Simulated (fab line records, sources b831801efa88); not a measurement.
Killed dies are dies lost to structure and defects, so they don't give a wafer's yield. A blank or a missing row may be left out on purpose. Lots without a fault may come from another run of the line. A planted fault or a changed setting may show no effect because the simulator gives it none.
Chamber matching | flow gf180mcu | GF_HV_LDD_ETCHBACK_58 on rie_diel-02: 4 sister chambers
The step etches Si3N4 in CH3F/O2, stops on SiO2, time 100 s, target depth 90 nm. 14 wafers are shown with their chamber, then 7 later ones without.

WAFERS WITH THEIR CHAMBER
wafer  | chamber | drypump_motor_current_A (A) | throttle_valve_pct (%) | oes_product_au (a.u.)
L653.2 | 3       | 5.2                         | 10.545                 | 0.844
L653.3 | 1       | 5.0                         | 10.554                 | 0.849
L653.5 | 0       | 5.4                         | 10.562                 | 0.856
L655.2 | 3       | 5.2                         | 10.559                 | 0.849
L655.3 | 0       | 5.4                         | 10.560                 | 0.840
L655.4 | 1       | 5.0                         | 10.558                 | 0.841
L656.2 | 0       | 5.4                         | 10.569                 | 0.851
L656.3 | 2       | 6.8                         | 10.558                 | 0.849
L656.4 | 1       | 5.0                         | 10.549                 | 0.849
L658.1 | 3       | 5.2                         | 10.559                 | 0.837
L658.4 | 1       | 5.0                         | 10.562                 | 0.836
L658.5 | 1       | 5.0                         | 10.570                 | 0.843
L668.2 | 1       | 5.0                         | 10.566                 | 0.834
L668.5 | 3       | 5.3                         | 10.558                 | 0.847

SIGNATURES (means of the wafers above)
reading                 | chamber 0 | chamber 1 | chamber 2 | chamber 3 | scatter within a chamber
drypump_motor_current_A | 5.400     | 5.000     | 6.800     | 5.225     | 0.0274
throttle_valve_pct      | 10.56367  | 10.55983  | 10.55800  | 10.55525  | 0.00697
oes_product_au          | 0.84900   | 0.84200   | 0.84900   | 0.84425   | 0.00646
Rule: a wafer's distance from a chamber is the root of the sum, over the readings, of the square of ((its reading less the chamber's mean) divided by the reading's scatter). The wafer belongs to the nearest chamber; if the next one is less than 2 further off, it can't be placed. The scatter: the root of (the sum of the squares of (reading less its chamber's mean) over the shown wafers, divided by (wafers less chambers)).

WAFERS WITHOUT THEIR CHAMBER
wafer  | drypump_motor_current_A (A) | throttle_valve_pct (%) | oes_product_au (a.u.)
L668.6 | 5.4                         | 10.562                 | 0.852
L670.1 | 6.8                         | 10.562                 | 0.844
L670.3 | 6.8                         | 10.554                 | 0.844
L670.4 | 6.7                         | 10.561                 | 0.843
L671.1 | 5.2                         | 10.553                 | 0.840
L671.3 | 6.7                         | 10.555                 | 0.844
L671.6 | 5.2                         | 10.571                 | 0.843

WHICH CHAMBER EACH WENT THROUGH
wafer  | from the rows above | in truth
L668.6 | 0                   | 0
L670.1 | 2                   | 2
L670.3 | 2                   | 2
L670.4 | 2                   | 2
L671.1 | 3                   | 3
L671.3 | 2                   | 2
L671.6 | 3                   | 3
Placed correctly: 7 of 7. Can't be placed from these rows: 0. Placed wrongly: 0.
